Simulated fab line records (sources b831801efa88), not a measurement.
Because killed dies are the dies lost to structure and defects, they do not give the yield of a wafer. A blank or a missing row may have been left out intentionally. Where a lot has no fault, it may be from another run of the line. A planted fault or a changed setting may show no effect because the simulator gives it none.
fab line records + flow gf180mcu
record
- lots=7
- wafers=21
- last-day=34
route steps=602 shown M3@410
lots with no fault: from the same line, run without faults
start-h: start of the lot's first displayed wafer, in hours after the record's first day + wait-h: hours from the lot's prior step to this one + " the same as in the row above + L1.1+2: several wafers, shown together as one row + - no value, or no start given + * or withheld: withheld + < > ~ a bound
route shown NAME@n: NAME is a module with steps in the file, n the number in the route of the first one + usual: mean/standard deviation taken from wafers without a fault + same: alike in all rows + chamber/n: place in a boat + sites: per-site readings + _std_site: the values' standard deviation + _edge_site: mean of outer sites minus mean of inner sites + radius-mm: how far each site lies from the wafer's centre + mask NAME#n: copy n + behind: the tool/chamber that last shaped the wafer + hold: reason for holding the lot/hours on hold/outcome of the hold + device: whichever transistor did not switch (one of n, p or np) + end of line: the tests these same wafers got at the end of their route + where a step has no rows: the recipe by itself + killed: dies lost to structure and defects at the first sort, not the wafer's yield + map: the dies of a wafer, with x for killed, . for not killed, _ for no die there
set.NAME: the setting as run; set.NAME@STEP: as run at that earlier step + model.NAME: the simulator's own value behind a step, which no gauge read
lots seen at some steps along the route; tables by step, rows by wafer
services: when a tool's chamber went out of use (start-h, in hours from the record's first day, below 0 if earlier), for how many hours, and the reason
## steps
# step GF_M3_SPUTTER_01
# recipe
- material=TiN
- target-thk-nm=30
- power-w=6500
- time-s=25
- chamber-pressure-pa=0.4
# usual
- throttle-valve-pct=30.3/1
| lot.wafer | tool           | chamber | start-h | wait-h | throttle-valve-pct |
|-----------|----------------|---------|---------|--------|--------------------|
| L291.2    | pvd-sputter-04 | -       | 490.09  | 0.1    | 29.9               |
| L291.3    | "              | -       | "       | "      | 28.4               |
| L291.6    | "              | -       | "       | "      | 27.9               |
| L297.1    | pvd-sputter-03 | -       | 544.10  | 0.1    | 31.7               |
| L297.2    | "              | -       | "       | "      | 29.3               |
| L297.4    | "              | -       | "       | "      | 30.9               |
| L301.4    | pvd-sputter-03 | -       | 582.93  | 0.1    | 30.7               |
| L301.5    | "              | -       | "       | "      | 31.3               |
| L301.6    | "              | -       | "       | "      | 31.4               |
| L302.1    | pvd-sputter-03 | -       | 587.85  | 0.1    | 29.3               |
| L302.2    | "              | -       | "       | "      | 30.9               |
| L302.6    | "              | -       | "       | "      | 29.4               |
| L303.2    | pvd-sputter-03 | -       | 592.06  | 0.1    | 29.2               |
| L303.4    | "              | -       | "       | "      | 31.6               |
| L303.5    | "              | -       | "       | "      | 31.0               |
| L308.1    | pvd-sputter-04 | -       | 626.71  | 0.1    | 28.2               |
| L308.2    | "              | -       | "       | "      | 29.8               |
| L308.6    | "              | -       | "       | "      | 30.0               |
| L309.2    | pvd-sputter-03 | -       | 635.41  | 0.1    | 31.1               |
| L309.3    | "              | -       | "       | "      | 30.7               |
| L309.6    | "              | -       | "       | "      | 29.3               |
# step GF_M3_SPUTTER_02
# recipe
- material=AlCu
- target-thk-nm=450
- power-w=10600
- time-s=23.9
- chamber-pressure-pa=0.4
# usual
- throttle-valve-pct=30.3/1
| lot.wafer | tool           | chamber | start-h | wait-h | throttle-valve-pct |
|-----------|----------------|---------|---------|--------|--------------------|
| L291.2    | pvd-sputter-04 | -       | 490.12  | 0.0    | 29.8               |
| L291.3    | "              | -       | "       | "      | 28.2               |
| L291.6    | "              | -       | "       | "      | 28.2               |
| L297.1    | pvd-sputter-03 | -       | 544.13  | 0.0    | 31.7               |
| L297.2    | "              | -       | "       | "      | 29.5               |
| L297.4    | "              | -       | "       | "      | 30.9               |
| L301.4    | pvd-sputter-03 | -       | 582.96  | 0.0    | 30.7               |
| L301.5    | "              | -       | "       | "      | 31.2               |
| L301.6    | "              | -       | "       | "      | 31.9               |
| L302.1    | pvd-sputter-03 | -       | 587.88  | 0.0    | 29.3               |
| L302.2    | "              | -       | "       | "      | 31.1               |
| L302.6    | "              | -       | "       | "      | 29.4               |
| L303.2    | pvd-sputter-03 | -       | 592.09  | 0.0    | 29.4               |
| L303.4    | "              | -       | "       | "      | 31.7               |
| L303.5    | "              | -       | "       | "      | 30.9               |
| L308.1    | pvd-sputter-04 | -       | 626.74  | 0.0    | 28.0               |
| L308.2    | "              | -       | "       | "      | 30.1               |
| L308.6    | "              | -       | "       | "      | 29.9               |
| L309.2    | pvd-sputter-03 | -       | 635.44  | 0.0    | 31.0               |
| L309.3    | "              | -       | "       | "      | 30.7               |
| L309.6    | "              | -       | "       | "      | 29.3               |
# step GF_M3_SPUTTER_03
# recipe
- material=Ti
- target-thk-nm=10
- substrate-temp-c=300
- chamber-pressure-pa=0.3
- power-w=3000
- time-s=6.7
# usual
- substrate-temp-c=300.00/0.2
- throttle-valve-pct=30.3/1
| lot.wafer | tool           | chamber | start-h | wait-h | substrate-temp-c | throttle-valve-pct |
|-----------|----------------|---------|---------|--------|------------------|--------------------|
| L291.2    | pvd-sputter-04 | -       | 490.15  | 0.0    | 300.10           | 29.8               |
| L291.3    | "              | -       | "       | "      | 299.74           | 28.0               |
| L291.6    | "              | -       | "       | "      | 299.99           | 28.3               |
| L297.1    | pvd-sputter-03 | -       | 544.16  | 0.0    | 299.87           | 31.5               |
| L297.2    | "              | -       | "       | "      | 299.80           | 29.3               |
| L297.4    | "              | -       | "       | "      | 299.83           | 30.9               |
| L301.4    | pvd-sputter-03 | -       | 582.99  | 0.0    | 299.95           | 30.8               |
| L301.5    | "              | -       | "       | "      | 300.00           | 30.8               |
| L301.6    | "              | -       | "       | "      | 300.25           | 31.8               |
| L302.1    | pvd-sputter-03 | -       | 587.91  | 0.0    | 299.78           | 29.4               |
| L302.2    | "              | -       | "       | "      | 299.90           | 30.9               |
| L302.6    | "              | -       | "       | "      | 299.73           | 29.5               |
| L303.2    | pvd-sputter-03 | -       | 592.12  | 0.0    | 300.31           | 29.3               |
| L303.4    | "              | -       | "       | "      | 300.06           | 31.6               |
| L303.5    | "              | -       | "       | "      | 300.10           | 31.2               |
| L308.1    | pvd-sputter-04 | -       | 626.77  | 0.0    | 299.86           | 28.2               |
| L308.2    | "              | -       | "       | "      | 299.76           | 29.7               |
| L308.6    | "              | -       | "       | "      | 299.93           | 29.9               |
| L309.2    | pvd-sputter-03 | -       | 635.47  | 0.0    | 300.03           | 31.0               |
| L309.3    | "              | -       | "       | "      | 299.73           | 30.7               |
| L309.6    | "              | -       | "       | "      | 300.01           | 29.1               |
# step GF_M3_SPUTTER_04
# recipe
- material=TiN
- target-thk-nm=50
- power-w=6500
- time-s=41.7
- chamber-pressure-pa=0.4
# usual
- throttle-valve-pct=30.3/1
| lot.wafer | tool           | chamber | start-h | wait-h | throttle-valve-pct |
|-----------|----------------|---------|---------|--------|--------------------|
| L291.2    | pvd-sputter-04 | -       | 490.17  | 0.0    | 30.0               |
| L291.3    | "              | -       | "       | "      | 28.2               |
| L291.6    | "              | -       | "       | "      | 28.1               |
| L297.1    | pvd-sputter-03 | -       | 544.18  | 0.0    | 31.6               |
| L297.2    | "              | -       | "       | "      | 29.1               |
| L297.4    | "              | -       | "       | "      | 30.8               |
| L301.4    | pvd-sputter-03 | -       | 583.01  | 0.0    | 30.8               |
| L301.5    | "              | -       | "       | "      | 31.0               |
| L301.6    | "              | -       | "       | "      | 31.7               |
| L302.1    | pvd-sputter-03 | -       | 587.93  | 0.0    | 29.2               |
| L302.2    | "              | -       | "       | "      | 30.5               |
| L302.6    | "              | -       | "       | "      | 29.3               |
| L303.2    | pvd-sputter-03 | -       | 592.14  | 0.0    | 29.4               |
| L303.4    | "              | -       | "       | "      | 31.6               |
| L303.5    | "              | -       | "       | "      | 31.1               |
| L308.1    | pvd-sputter-04 | -       | 626.79  | 0.0    | 28.2               |
| L308.2    | "              | -       | "       | "      | 30.0               |
| L308.6    | "              | -       | "       | "      | 30.2               |
| L309.2    | pvd-sputter-03 | -       | 635.49  | 0.0    | 31.2               |
| L309.3    | "              | -       | "       | "      | 30.7               |
| L309.6    | "              | -       | "       | "      | 29.6               |
# step GF_M3_RS_MEAS_05
# recipe
- thk-meas-gauge=four-point-probe
- reads=TiN_of_M3_SPUTTER_04+Ti_of_M3_SPUTTER_03+AlCu_of_M3_SPUTTER_02+TiN_of_M3_SPUTTER_01+Ti_of_M3_SPUTTER_00
# usual
- M3_ALCU_RS=0.0699/0.0008
| lot.wafer | tool          | chamber | start-h | wait-h | M3_ALCU_RS[ohm/sq] |
|-----------|---------------|---------|---------|--------|--------------------|
| L291.2    | film-metro-03 | -       | 490.23  | 0.0    | 0.0682             |
| L291.3    | "             | -       | "       | "      | 0.0689             |
| L291.6    | "             | -       | "       | "      | 0.0685             |
| L297.1    | film-metro-03 | -       | 544.22  | 0.0    | 0.0701             |
| L297.2    | "             | -       | "       | "      | 0.0703             |
| L297.4    | "             | -       | "       | "      | 0.0706             |
| L301.4    | film-metro-03 | -       | 583.11  | 0.1    | 0.0700             |
| L301.5    | "             | -       | "       | "      | 0.0703             |
| L301.6    | "             | -       | "       | "      | 0.0695             |
| L302.1    | film-metro-02 | -       | 587.97  | 0.0    | 0.0695             |
| L302.2    | "             | -       | "       | "      | 0.0704             |
| L302.6    | "             | -       | "       | "      | 0.0698             |
| L303.2    | film-metro-02 | -       | 592.20  | 0.0    | 0.0696             |
| L303.4    | "             | -       | "       | "      | 0.0698             |
| L303.5    | "             | -       | "       | "      | 0.0708             |
| L308.1    | film-metro-02 | -       | 626.83  | 0.0    | 0.0707             |
| L308.2    | "             | -       | "       | "      | 0.0697             |
| L308.6    | "             | -       | "       | "      | 0.0712             |
| L309.2    | film-metro-01 | -       | 635.55  | 0.0    | 0.0705             |
| L309.3    | "             | -       | "       | "      | 0.0706             |
| L309.6    | "             | -       | "       | "      | 0.0694             |
# step GF_M3_THK_MEAS_06
# recipe
- thk-meas-gauge=xrf
- reads=AlCu_of_M3_SPUTTER_02
# usual
- M3_ALCU_THK=442/5.6
| lot.wafer | tool          | chamber | start-h | wait-h | M3_ALCU_THK[nm] |
|-----------|---------------|---------|---------|--------|-----------------|
| L291.2    | film-metro-03 | -       | 490.34  | 0.1    | 454             |
| L291.3    | "             | -       | "       | "      | 450             |
| L291.6    | "             | -       | "       | "      | 452             |
| L297.1    | film-metro-03 | -       | 544.34  | 0.1    | 440             |
| L297.2    | "             | -       | "       | "      | 438             |
| L297.4    | "             | -       | "       | "      | 441             |
| L301.4    | film-metro-03 | -       | 583.20  | 0.1    | 444             |
| L301.5    | "             | -       | "       | "      | 441             |
| L301.6    | "             | -       | "       | "      | 446             |
| L302.1    | film-metro-02 | -       | 588.09  | 0.1    | 444             |
| L302.2    | "             | -       | "       | "      | 439             |
| L302.6    | "             | -       | "       | "      | 443             |
| L303.2    | film-metro-02 | -       | 592.31  | 0.1    | 443             |
| L303.4    | "             | -       | "       | "      | 439             |
| L303.5    | "             | -       | "       | "      | 438             |
| L308.1    | film-metro-02 | -       | 626.95  | 0.1    | 436             |
| L308.2    | "             | -       | "       | "      | 441             |
| L308.6    | "             | -       | "       | "      | 430             |
| L309.2    | film-metro-01 | -       | 635.66  | 0.1    | 443             |
| L309.3    | "             | -       | "       | "      | 440             |
| L309.6    | "             | -       | "       | "      | 447             |
# step GF_M3_DEHYDRATE_07
# recipe
- temp-c=200
- time-s=60
# step GF_M3_HMDS_08
# recipe
- prime-time-s=60
- prime-temp-c=120
# step GF_M3_COAT_09
# recipe
- resist=KrF
- spin-rpm=withheld
- resist-thk-nm=1000
# step GF_M3_SOFTBAKE_10
# recipe
- temp-c=130
- time-s=60
- resist=KrF
# step GF_M3_EXPOSE_11
# recipe
- mask-id=Metal3
- target-cd-nm=280
- na=0.68
- source-shape=conventional
- sigma-outer=0.6
- dose-mj=28
# step GF_M3_PEB_12
# recipe
- peb-temp-c=135
- peb-time-s=90
- resist=KrF
# step GF_M3_DEVELOP_13
# recipe
- develop-time-s=60
- dev-temp-c=21
# usual
- chill-plate-temp-C=22.97/0.095
- develop-time-s=60/0
- exhaust-pa=45.0/0.87
| lot.wafer | tool           | chamber | start-h | wait-h | chill-plate-temp-C | develop-time-s | exhaust-pa | model.KrF_of_M3_COAT_09.thk-nm |
|-----------|----------------|---------|---------|--------|--------------------|----------------|------------|--------------------------------|
| L291.2    | litho-track-03 | 0       | 513.58  | 0.2    | 22.96              | 60             | 46.3       | 982.6                          |
| L291.3    | "              | 0       | "       | "      | 23.00              | 60             | 45.5       | 985.6                          |
| L291.6    | "              | 0       | "       | "      | 22.97              | 60             | 45.3       | 986                            |
| L297.1    | litho-track-04 | 0       | 566.50  | 0.2    | 23.03              | 60             | 44.0       | 980.9                          |
| L297.2    | "              | 0       | "       | "      | 23.09              | 60             | 44.5       | 982.5                          |
| L297.4    | "              | 0       | "       | "      | 23.00              | 60             | 45.9       | 983.3                          |
| L301.4    | litho-track-04 | -       | 604.27  | 0.1    | -                  | -              | -          | 998.2                          |
| L301.5    | "              | -       | "       | "      | -                  | -              | -          | 999.3                          |
| L301.6    | "              | -       | "       | "      | -                  | -              | -          | 998.1                          |
| L302.1    | litho-track-03 | -       | 608.16  | 0.2    | -                  | -              | -          | 998.4                          |
| L302.2    | "              | -       | "       | "      | -                  | -              | -          | 997.6                          |
| L302.6    | "              | -       | "       | "      | -                  | -              | -          | 999                            |
| L303.2    | litho-track-03 | -       | 613.03  | 0.2    | -                  | -              | -          | 999.8                          |
| L303.4    | "              | -       | "       | "      | -                  | -              | -          | 1002                           |
| L303.5    | "              | -       | "       | "      | -                  | -              | -          | 1002                           |
| L308.1    | litho-track-02 | 0       | 645.80  | 0.2    | 23.09              | 60             | 44.7       | 987.2                          |
| L308.2    | "              | 0       | "       | "      | 23.07              | 60             | 45.0       | 990.1                          |
| L308.6    | "              | 0       | "       | "      | 22.95              | 60             | 44.3       | 988.8                          |
| L309.2    | litho-track-02 | 0       | 654.27  | 0.2    | 23.06              | 60             | 44.0       | 987.6                          |
| L309.3    | "              | 0       | "       | "      | 23.01              | 60             | 44.5       | 985.2                          |
| L309.6    | "              | 0       | "       | "      | 22.96              | 60             | 44.2       | 988.1                          |
# step GF_M3_CD_MEAS_14
# recipe
- target-cd-nm=280
# usual
- cd-nm=280.0/1.4
| lot.wafer | tool      | chamber | start-h | wait-h | cd-nm |
|-----------|-----------|---------|---------|--------|-------|
| L291.2    | cd-sem-02 | -       | 513.73  | 0.1    | 278.1 |
| L291.3    | "         | -       | "       | "      | 279.1 |
| L291.6    | "         | -       | "       | "      | 279.5 |
| L297.1    | cd-sem-02 | -       | 566.65  | 0.1    | 281.3 |
| L297.2    | "         | -       | "       | "      | 281.7 |
| L297.4    | "         | -       | "       | "      | 281.9 |
| L301.4    | cd-sem-01 | -       | 604.41  | 0.1    | -     |
| L301.5    | "         | -       | "       | "      | -     |
| L301.6    | "         | -       | "       | "      | -     |
| L302.1    | cd-sem-02 | -       | 608.31  | 0.1    | -     |
| L302.2    | "         | -       | "       | "      | -     |
| L302.6    | "         | -       | "       | "      | -     |
| L303.2    | cd-sem-02 | -       | 613.18  | 0.1    | -     |
| L303.4    | "         | -       | "       | "      | -     |
| L303.5    | "         | -       | "       | "      | -     |
| L308.1    | cd-sem-01 | -       | 645.95  | 0.1    | 281.3 |
| L308.2    | "         | -       | "       | "      | 281.3 |
| L308.6    | "         | -       | "       | "      | 280.7 |
| L309.2    | cd-sem-02 | -       | 654.42  | 0.1    | 279.0 |
| L309.3    | "         | -       | "       | "      | 280.0 |
| L309.6    | "         | -       | "       | "      | 281.3 |
## services
| tool           | chamber | start-h | hours | kind                   |
|----------------|---------|---------|-------|------------------------|
| pvd-sputter-04 | 2       | 524.38  | -     | consumable-replace:kit |
| pvd-sputter-04 | 2       | 524.38  | 18.0  | scheduled-down         |
| pvd-sputter-04 | 2       | 524.38  | 18.0  | vent-cycle             |
| pvd-sputter-04 | -       | 580.08  | 1.3   | repair                 |
| pvd-sputter-03 | -       | 589.10  | 1.5   | repair                 |
| pvd-sputter-04 | -       | 613.60  | 3.0   | repair                 |
## key
first-sign
- step=GF_M3_DEVELOP_13
- reading=tool-record
- direction=missing
effect none on later readings
model-effect
- step=GF_M3_DEVELOP_13
- value=KrF_of_M3_COAT_09.thk-nm
- without=984.4
- struck=999.3
met-at GF_M3_DEVELOP_13
struck-wafers L301.4,L301.5,L301.6,L302.1,L302.2,L302.6,L303.2,L303.4,L303.5
later-rows-left-out L301.4,L301.5,L301.6,L302.1,L302.2,L302.6,L303.2,L303.4,L303.5
sort-left-out L301.4,L301.5,L301.6,L302.1,L302.2,L302.6,L303.2,L303.4,L303.5
onset-between 566.50 604.27
fault
- kind=skipped-step-whole
- tool=litho-track-03,litho-track-04
- chamber=-
- onset-h=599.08
- steps=GF_M3_DEVELOP_13
- scope=struck-lots-only
# sort-left-out: the simulated sort isn't trusted on such a fault, so these wafers' sort isn't shown, and their yield isn't known
# later-rows-left-out: the simulator's readings of these wafers behind a module that went badly wrong aren't trusted and aren't shown, but for the sort
